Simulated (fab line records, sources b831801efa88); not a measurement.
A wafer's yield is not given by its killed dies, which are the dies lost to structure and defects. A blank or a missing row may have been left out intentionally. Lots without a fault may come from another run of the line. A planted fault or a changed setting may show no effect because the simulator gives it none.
fab line records ; flow sky130
record lots=11; wafers=33; last-day=51
route steps=708 shown PWDE@52 NWELL@63 VT_ADJUST_HVTR@133 SONOS_ONO@169
lots that met no fault: from a run of the same line without faults
start-h: hours from the record's opening day to when the first of the lot's shown wafers began ; wait-h: time in hours since the lot's previous step ; " unchanged from the row above ; L1.1+2: a row that stands for several wafers ; - no value, or no start was given ; * or withheld: withheld ; < > ~ a bound
route shown NAME@n: NAME is a module with steps in the file, n the number in the route of the first one ; usual: mean/standard deviation of fault-free wafers ; same: alike in all rows ; chamber/n: place in a boat ; sites: the reading at each site ; _std_site: how widely they spread, as a standard deviation ; _edge_site: the outer-site mean with the inner-site mean subtracted ; radius-mm: for every site, how far away it sits from the centre of the wafer ; mask NAME#n: copy n ; behind: the tool/chamber that last shaped the wafer ; hold: why the lot went on hold/how many hours it stayed there/how the hold came to an end ; device: the n, p or np transistor that did not switch ; end of line: tests run on the same wafers once the route is complete ; a step without rows: its recipe alone ; killed: dies that structure and defects cost at the first sort, which is not the same as the wafer's yield ; map: the dies of a wafer, with x for killed, . for not killed, _ for no die there
set.NAME: the setting that was run; set.NAME@STEP: the one run at that earlier step ; model.NAME: the simulator's own value behind a step, which no gauge read
a sample of lots followed through the steps of the route, with each step as a table and each wafer as a row
services: the hour from which a tool's chamber was out of use, counted from the record's first day as start-h (under 0 if before that day), plus the number of hours and why
## steps
# step SKY_PWDE_OVL_MEAS_07
# usual PWDE_OVL=-0.2/1.4
lot.wafer;tool;chamber;start-h;wait-h;PWDE_OVL[nm]
L677.1;overlay-02;-;86.46;-;1.2
L677.2;overlay-02;-;86.46;-;-1.6
L677.4;overlay-02;-;86.46;-;2.8
L680.1;overlay-01;-;99.89;-;-1.1
L680.3;overlay-01;-;99.89;-;-0.2
L680.4;overlay-01;-;99.89;-;1.2
L681.2;overlay-01;-;105.16;-;0.2
L681.3;overlay-01;-;105.16;-;0.5
L681.6;overlay-01;-;105.16;-;-1.8
L682.3;overlay-01;-;114.60;-;-0.2
L682.4;overlay-01;-;114.60;-;0.2
L682.5;overlay-01;-;114.60;-;-0.7
L688.1;overlay-02;-;155.65;-;0.6
L688.2;overlay-02;-;155.65;-;0.8
L688.4;overlay-02;-;155.65;-;1.8
L692.1;overlay-02;-;183.23;-;0.0
L692.4;overlay-02;-;183.23;-;1.4
L692.6;overlay-02;-;183.23;-;0.6
L693.1;overlay-01;-;183.54;-;-0.2
L693.2;overlay-01;-;183.54;-;-3.0
L693.6;overlay-01;-;183.54;-;-1.6
L694.1;overlay-02;-;192.89;-;0.7
L694.2;overlay-02;-;192.89;-;0.1
L694.3;overlay-02;-;192.89;-;0.2
L696.4;overlay-02;-;198.32;-;-0.2
L696.5;overlay-02;-;198.32;-;-0.2
L696.6;overlay-02;-;198.32;-;-0.3
L697.1;overlay-02;-;199.25;-;-2.6
L697.2;overlay-02;-;199.25;-;-4.1
L697.5;overlay-02;-;199.25;-;-1.9
L698.2;overlay-02;-;203.03;-;-3.0
L698.4;overlay-02;-;203.03;-;-1.4
L698.5;overlay-02;-;203.03;-;-2.5
# step SKY_NWELL_OVL_MEAS_10
# usual NWELL_00_OVL=-0.6/1.2
lot.wafer;tool;chamber;start-h;wait-h;NWELL_00_OVL[nm]
L677.1;overlay-02;-;104.81;-;0.4
L677.2;overlay-02;-;104.81;-;-0.7
L677.4;overlay-02;-;104.81;-;-0.2
L680.1;overlay-02;-;117.68;-;-2.2
L680.3;overlay-02;-;117.68;-;-0.4
L680.4;overlay-02;-;117.68;-;-2.3
L681.2;overlay-02;-;123.61;-;-0.6
L681.3;overlay-02;-;123.61;-;-1.9
L681.6;overlay-02;-;123.61;-;0.2
L682.3;overlay-01;-;132.12;-;-2.8
L682.4;overlay-01;-;132.12;-;-1.1
L682.5;overlay-01;-;132.12;-;-2.0
L688.1;overlay-02;-;176.30;-;-1.4
L688.2;overlay-02;-;176.30;-;-1.6
L688.4;overlay-02;-;176.30;-;-2.5
L692.1;overlay-02;-;204.04;-;0.6
L692.4;overlay-02;-;204.04;-;0.7
L692.6;overlay-02;-;204.04;-;0.7
L693.1;overlay-01;-;204.97;-;-4.2
L693.2;overlay-01;-;204.97;-;-1.7
L693.6;overlay-01;-;204.97;-;-0.2
L694.1;overlay-01;-;215.03;-;1.0
L694.2;overlay-01;-;215.03;-;1.4
L694.3;overlay-01;-;215.03;-;-0.2
L696.4;overlay-01;-;220.02;-;0.3
L696.5;overlay-01;-;220.02;-;-0.9
L696.6;overlay-01;-;220.02;-;-1.0
L697.1;overlay-02;-;221.60;-;-0.5
L697.2;overlay-02;-;221.60;-;-2.9
L697.5;overlay-02;-;221.60;-;-0.8
L698.2;overlay-01;-;225.61;-;-0.3
L698.4;overlay-01;-;225.61;-;-0.2
L698.5;overlay-01;-;225.61;-;-1.3
# step SKY_VT_ADJUST_HVTR_COAT_02
# recipe resist=NOVOLAK; spin-rpm=3000; resist-thk-nm=1140
# usual dispense-pressure-kPa=52/3.5; spin-speed-rpm=2999.8/2
lot.wafer;tool;chamber;start-h;wait-h;dispense-pressure-kPa;spin-speed-rpm
L677.1;litho-track-01;0;213.58;0.1;57;3000.8
L677.2;litho-track-01;0;213.58;0.1;56;2997.7
L677.4;litho-track-01;0;213.58;0.1;56;2998.3
L680.1;litho-track-02;0;228.42;0.1;52;3000.8
L680.3;litho-track-02;0;228.42;0.1;52;3003.3
L680.4;litho-track-02;0;228.42;0.1;52;2998.0
L681.2;litho-track-03;0;239.18;0.1;48;2997.3
L681.3;litho-track-03;0;239.18;0.1;48;2999.3
L681.6;litho-track-03;0;239.18;0.1;48;2999.7
L682.3;litho-track-01;0;248.43;0.1;56;2999.8
L682.4;litho-track-01;0;248.43;0.1;56;3000.0
L682.5;litho-track-01;0;248.43;0.1;56;2997.3
L688.1;litho-track-02;0;303.87;0.1;52;2996.0
L688.2;litho-track-02;0;303.87;0.1;52;2999.2
L688.4;litho-track-02;0;303.87;0.1;52;2998.0
L692.1;litho-track-01;0;341.28;0.1;56;4105.8
L692.4;litho-track-01;0;341.28;0.1;56;4104.4
L692.6;litho-track-01;0;341.28;0.1;56;4109.2
L693.1;litho-track-01;0;341.88;0.1;56;4105.6
L693.2;litho-track-01;0;341.88;0.1;56;4102.7
L693.6;litho-track-01;0;341.88;0.1;56;4104.0
L694.1;litho-track-01;0;354.68;0.1;56;4106.9
L694.2;litho-track-01;0;354.68;0.1;56;4105.6
L694.3;litho-track-01;0;354.68;0.1;56;4105.0
L696.4;litho-track-02;0;357.65;0.1;52;3000.1
L696.5;litho-track-02;0;357.65;0.1;52;2999.9
L696.6;litho-track-02;0;357.65;0.1;52;2997.7
L697.1;litho-track-03;0;362.45;0.1;49;2999.9
L697.2;litho-track-03;0;362.45;0.1;48;3002.8
L697.5;litho-track-03;0;362.45;0.1;49;2999.4
L698.2;litho-track-03;0;368.18;0.1;49;3000.1
L698.4;litho-track-03;0;368.18;0.1;48;2997.1
L698.5;litho-track-03;0;368.18;0.1;49;2999.9
# step SKY_VT_ADJUST_HVTR_CD_MEAS_07
# recipe target-cd-nm=380
# usual cd-nm=379.5/2.4
lot.wafer;tool;chamber;start-h;wait-h;hold;cd-nm
L677.1;cd-sem-01;-;225.32;0.1;-;377.7
L677.2;cd-sem-01;-;225.32;0.1;-;380.0
L677.4;cd-sem-01;-;225.32;0.1;-;376.4
L680.1;cd-sem-01;-;240.13;0.1;-;376.7
L680.3;cd-sem-01;-;240.13;0.1;-;378.4
L680.4;cd-sem-01;-;240.13;0.1;-;375.9
L681.2;cd-sem-02;-;251.54;0.1;-;381.1
L681.3;cd-sem-02;-;251.54;0.1;-;378.7
L681.6;cd-sem-02;-;251.54;0.1;-;380.8
L682.3;cd-sem-02;-;260.44;0.1;-;377.2
L682.4;cd-sem-02;-;260.44;0.1;-;379.1
L682.5;cd-sem-02;-;260.44;0.1;-;379.9
L688.1;cd-sem-01;-;316.45;0.1;-;382.9
L688.2;cd-sem-01;-;316.45;0.1;-;383.8
L688.4;cd-sem-01;-;316.45;0.1;-;383.4
L692.1;cd-sem-01;-;355.28;0.1;await-dispo/0.2h/release;400.3
L692.4;cd-sem-01;-;355.28;0.1;await-dispo/0.2h/release;400.5
L692.6;cd-sem-01;-;355.28;0.1;await-dispo/0.2h/release;398.0
L692.1;cd-sem-01;-;355.56;0.3;-;399.8
L692.4;cd-sem-01;-;355.56;0.3;-;400.0
L692.6;cd-sem-01;-;355.56;0.3;-;398.0
L693.1;cd-sem-02;-;355.87;0.1;await-dispo/0.2h/release;396.9
L693.2;cd-sem-02;-;355.87;0.1;await-dispo/0.2h/release;396.1
L693.6;cd-sem-02;-;355.87;0.1;await-dispo/0.2h/release;396.1
L693.1;cd-sem-02;-;356.16;0.3;-;396.6
L693.2;cd-sem-02;-;356.16;0.3;-;396.2
L693.6;cd-sem-02;-;356.16;0.3;-;395.9
L694.1;cd-sem-01;-;368.43;0.1;await-dispo/0.2h/release;396.1
L694.2;cd-sem-01;-;368.43;0.1;await-dispo/0.2h/release;397.8
L694.3;cd-sem-01;-;368.43;0.1;await-dispo/0.2h/release;399.8
L694.1;cd-sem-01;-;368.90;0.4;-;396.5
L694.2;cd-sem-01;-;368.90;0.4;-;397.7
L694.3;cd-sem-01;-;368.90;0.4;-;399.5
L696.4;cd-sem-01;-;371.36;0.1;-;382.1
L696.5;cd-sem-01;-;371.36;0.1;-;378.2
L696.6;cd-sem-01;-;371.36;0.1;-;379.6
L697.1;cd-sem-01;-;376.82;0.1;-;376.1
L697.2;cd-sem-01;-;376.82;0.1;-;377.8
L697.5;cd-sem-01;-;376.82;0.1;-;377.3
L698.2;cd-sem-01;-;382.85;0.1;-;379.2
L698.4;cd-sem-01;-;382.85;0.1;-;379.5
L698.5;cd-sem-01;-;382.85;0.1;-;375.0
# step SKY_VT_ADJUST_HVTR_STRIP_10
# recipe chemistry=O2/N2; power-w=1400; pressure-mtorr=1500; platen-temp-c=withheld; o2-flow-sccm=3000; n2-flow-sccm=300; overash-fraction=0.5
# usual drypump-motor-current-A=5.5/0.56; o2-flow-sccm=3000/8.8; oes-product-au=0.716/0.0045; strip-time-to-endpoint-s=14.18/0.037
lot.wafer;tool;chamber;start-h;wait-h;drypump-motor-current-A;o2-flow-sccm;oes-product-au;rf-hours-counter-h;strip-time-to-endpoint-s
L677.1;plasma-asher-03;1;225.63;0.1;5.8;2986;0.723;52;14.18
L677.2;plasma-asher-03;0;225.63;0.1;6.4;3015;0.713;52;14.17
L677.4;plasma-asher-03;0;225.63;0.1;6.3;3007;0.706;-;14.17
L680.1;plasma-asher-01;0;240.43;0.1;5.7;3007;0.715;44;14.22
L680.3;plasma-asher-01;1;240.43;0.1;4.8;2994;0.713;-;14.17
L680.4;plasma-asher-01;0;240.43;0.1;5.7;3000;0.713;-;14.15
L681.2;plasma-asher-01;0;251.83;0.1;5.7;2983;0.715;45;14.10
L681.3;plasma-asher-01;1;251.83;0.1;4.8;3009;0.705;-;14.15
L681.6;plasma-asher-01;0;251.83;0.1;5.7;2995;0.717;-;14.15
L682.3;plasma-asher-04;1;260.74;0.1;4.8;3010;0.719;-;14.21
L682.4;plasma-asher-04;0;260.74;0.1;5.2;3003;0.713;-;14.20
L682.5;plasma-asher-04;1;260.74;0.1;4.8;2994;0.708;-;14.20
L688.1;plasma-asher-03;1;316.76;0.1;5.8;3004;0.719;61;14.14
L688.2;plasma-asher-03;0;316.76;0.1;6.3;3003;0.719;61;14.17
L688.4;plasma-asher-03;0;316.76;0.1;6.3;2992;0.715;-;14.17
L692.1;plasma-asher-04;1;358.43;0.1;4.9;3017;0.713;66;12.41
L692.4;plasma-asher-04;1;358.43;0.1;4.9;3002;0.721;-;12.36
L692.6;plasma-asher-04;1;358.43;0.1;4.8;3010;0.723;-;12.40
L693.1;plasma-asher-01;1;360.94;0.1;4.8;2991;0.712;56;12.39
L693.2;plasma-asher-01;0;360.94;0.1;5.7;3000;0.713;56;12.41
L693.6;plasma-asher-01;1;360.94;0.1;4.8;3002;0.711;-;12.40
L696.4;plasma-asher-03;1;371.64;0.1;5.8;2989;0.709;-;14.21
L696.5;plasma-asher-03;0;371.64;0.1;6.3;3003;0.717;-;14.19
L696.6;plasma-asher-03;1;371.64;0.1;5.8;3006;0.715;-;14.15
L694.1;plasma-asher-03;1;371.76;0.1;5.8;3004;0.711;66;12.36
L694.2;plasma-asher-03;0;371.76;0.1;6.3;3012;0.715;66;12.36
L694.3;plasma-asher-03;0;371.76;0.1;6.4;3002;0.715;-;12.32
L697.1;plasma-asher-03;1;377.13;0.1;5.8;2986;0.721;66;14.25
L697.2;plasma-asher-03;0;377.13;0.1;6.3;3022;0.713;66;14.19
L697.5;plasma-asher-03;1;377.13;0.1;5.8;3002;0.716;-;14.21
L698.2;plasma-asher-04;0;383.13;0.1;5.2;2979;0.713;69;14.17
L698.4;plasma-asher-04;0;383.13;0.1;5.2;2987;0.715;-;14.15
L698.5;plasma-asher-04;0;383.13;0.1;5.2;2982;0.710;-;14.23
# step SKY_SONOS_ONO_THK_MEAS_01
# recipe reads=SiO2_of_SONOS_ONO_OXIDATION_00
# usual SONOS_ONO_OXIDATION_THK=2.60/0.069
lot.wafer;tool;chamber;start-h;wait-h;SONOS_ONO_OXIDATION_THK[nm]
L677.1;film-metro-03;-;275.65;0.0;2.53
L677.2;film-metro-03;-;275.65;0.0;2.53
L677.4;film-metro-03;-;275.65;0.0;2.60
L680.1;film-metro-02;-;291.38;0.0;2.52
L680.3;film-metro-02;-;291.38;0.0;2.57
L680.4;film-metro-02;-;291.38;0.0;2.45
L681.2;film-metro-01;-;305.01;0.0;2.62
L681.3;film-metro-01;-;305.01;0.0;2.66
L681.6;film-metro-01;-;305.01;0.0;2.58
L682.3;film-metro-02;-;314.58;0.0;2.63
L682.4;film-metro-02;-;314.58;0.0;2.58
L682.5;film-metro-02;-;314.58;0.0;2.59
L688.1;film-metro-03;-;372.57;0.0;2.58
L688.2;film-metro-03;-;372.57;0.0;2.63
L688.4;film-metro-03;-;372.57;0.0;2.55
L692.1;film-metro-01;-;416.57;0.0;2.66
L692.4;film-metro-01;-;416.57;0.0;2.65
L692.6;film-metro-01;-;416.57;0.0;2.65
L693.1;film-metro-03;-;419.42;0.0;2.69
L693.2;film-metro-03;-;419.42;0.0;2.59
L693.6;film-metro-03;-;419.42;0.0;2.62
L694.1;film-metro-03;-;431.57;0.0;2.64
L694.2;film-metro-03;-;431.57;0.0;2.65
L694.3;film-metro-03;-;431.57;0.0;2.70
L696.4;film-metro-03;-;435.21;0.0;2.67
L696.5;film-metro-03;-;435.21;0.0;2.73
L696.6;film-metro-03;-;435.21;0.0;2.60
L697.1;film-metro-01;-;439.64;0.0;2.75
L697.2;film-metro-01;-;439.64;0.0;2.73
L697.5;film-metro-01;-;439.64;0.0;2.73
L698.2;film-metro-02;-;450.85;0.0;2.76
L698.4;film-metro-02;-;450.85;0.0;2.69
L698.5;film-metro-02;-;450.85;0.0;2.70
## services
tool;chamber;start-h;hours;kind
plasma-asher-04;-;231.91;2.8;repair
plasma-asher-03;-;232.14;2.8;pm
plasma-asher-04;-;255.43;2.8;repair
litho-track-03;-;268.99;-;consumable-replace:filter
plasma-asher-03;-;285.02;1.4;repair
plasma-asher-04;-;311.42;5.7;repair
litho-track-02;-;322.15;-;consumable-replace:filter
plasma-asher-01;-;340.67;2.8;pm
plasma-asher-01;-;370.09;15.9;pm
## key
first-sign step=SKY_VT_ADJUST_HVTR_COAT_02; reading=spin-speed-rpm; direction=up; sigmas=99+; usual=2999.8; struck=4105.5
effect step=SKY_VT_ADJUST_HVTR_CD_MEAS_07; reading=visit; direction=added
effect step=SKY_VT_ADJUST_HVTR_CD_MEAS_07; reading=cd-nm; direction=up; sigmas=7.8; usual=379.5; struck=397.9
effect step=SKY_VT_ADJUST_HVTR_STRIP_10; reading=strip-time-to-endpoint-s; direction=down; sigmas=48; usual=*; struck=*
met-at SKY_VT_ADJUST_HVTR_COAT_02
struck-lots L692,L693,L694
tester-left-out L692,L693,L694
not-acting-at SKY_PWDE_OVL_MEAS_07,SKY_NWELL_OVL_MEAS_10,SKY_SONOS_ONO_THK_MEAS_01
onset-between 248.43 341.28
fault kind=process-parameter-drift; tool=litho-track-01; chamber=-; onset-h=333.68; steps=SKY_VT_ADJUST_HVTR_COAT_02; channel=spin-rpm; offset=1105.3; shape=step; end-h=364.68; acts-in=these-recipes-only; stated=3000
# tester-left-out: of these lots the tester's yield and bins aren't shown, on N5 and GAA mostly nor the transistor test; their killed dies are dies lost to structure and defects alone, not to doping, threshold or leakage, so they don't give the yield
